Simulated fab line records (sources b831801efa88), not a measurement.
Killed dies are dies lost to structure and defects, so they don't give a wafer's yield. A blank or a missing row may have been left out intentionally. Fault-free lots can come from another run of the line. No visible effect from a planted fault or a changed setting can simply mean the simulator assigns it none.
8D (eight disciplines) problem report, filled in by code -- flow sfq-line -- the parts of the form that need people (team, actions taken, sign-off) are left out

== 1. THE ISSUE ==
head-pressure-psi at SFQ_TRILAYER_I3_CMP_CMP_082 reads a mean of 3.579 psi on 2 wafers of 2 lots; wafers without a fault read 3.000 psi with a standard deviation of 0.0069. Measured from the usual mean, that is +84 standard deviations.
The step: polishes SiO2.
Earliest sighting: wafer L536.4 on cmp-01 at day 41 07:20. The record holds 42 wafers of 14 lots with a number at this step. By rule, "out" or "out of limits" means more than 4 standard deviations away from the usual mean. The rest of the wafers with a number are treated as sound.

== 2. WHAT IT IS AND WHAT IT IS NOT ==
question,is,is not
which readings at this step,"head-pressure-psi, time-to-endpoint-s",platen-rpm
which lots,"L536, L538","L525, L526, L528, L529, L530, L531, L532, L537, L542, L546, L547, L548"
which wafers of those lots,"L536.4, L538.2","L536.1, L536.2, L538.5, L538.6"
read on which tools,cmp-01,cmp-02
when,from day 41 07:20,"up to then (23 sound wafers); but 17 sound wafers of L537, L538, L542, L546, L547, L548 came after"

== 3. WHAT RULES OUT EACH SUSPECT ==
Counting: any tool at a process step up to the reading remains a suspect provided it ran every lot that is out. Sound lots after the first of them don't rule it out here, since some wafers of a struck lot are sound.
- cmp-01 at SFQ_TRILAYER_I3_CMP_CMP_082 (polishes SiO2): kept. It processed each lot that is out (first: L536, day 41 07:20); up to then, its last sound lot is L532 (day 40 06:50). Its own readings are out on those wafers: head-pressure-psi, time-to-endpoint-s.
- cmp-01, SFQ_TRILAYER_I3_CMP_CMP_082: wafers that are out in chamber 2, sound lot-mates in chambers 0, 1, 3.
The count leaves cmp-01 at SFQ_TRILAYER_I3_CMP_CMP_082.

== 4. THE CAUSE (what the simulator had put in) ==
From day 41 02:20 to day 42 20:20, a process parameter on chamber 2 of cmp-01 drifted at SFQ_TRILAYER_I3_CMP_CMP_082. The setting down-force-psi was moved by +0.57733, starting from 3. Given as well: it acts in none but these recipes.
Counting left only this tool.

== 5. SEQUENCE OF EFFECTS, ordered by route ==
Rows list readings where the struck wafers' mean (over those with a number) sits beyond 3 standard deviations from the usual. Readings are gone through only where the record gives a usual standard deviation; hours: the median, over the lots, of the time from a lot's start at the first step in this table giving one to that lot's start at this step; sigmas: the change measured in usual standard deviations.
hours,step,reading,usual,on struck wafers,change,sigmas
0,SFQ_TRILAYER_I3_CMP_CMP_082,head-pressure-psi,3.000 psi,3.579,+0.579,+84
0,SFQ_TRILAYER_I3_CMP_CMP_082,time-to-endpoint-s,217 s,180,-38,-5.0
Here are the process steps it includes:
- SFQ_TRILAYER_I3_CMP_CMP_082: polishes SiO2.

== 6. WHAT WOULD HAVE CAUGHT IT SOONER ==
The fault began at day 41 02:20; the first out-of-limits reading in this record came at day 41 07:20, 5 hours later.
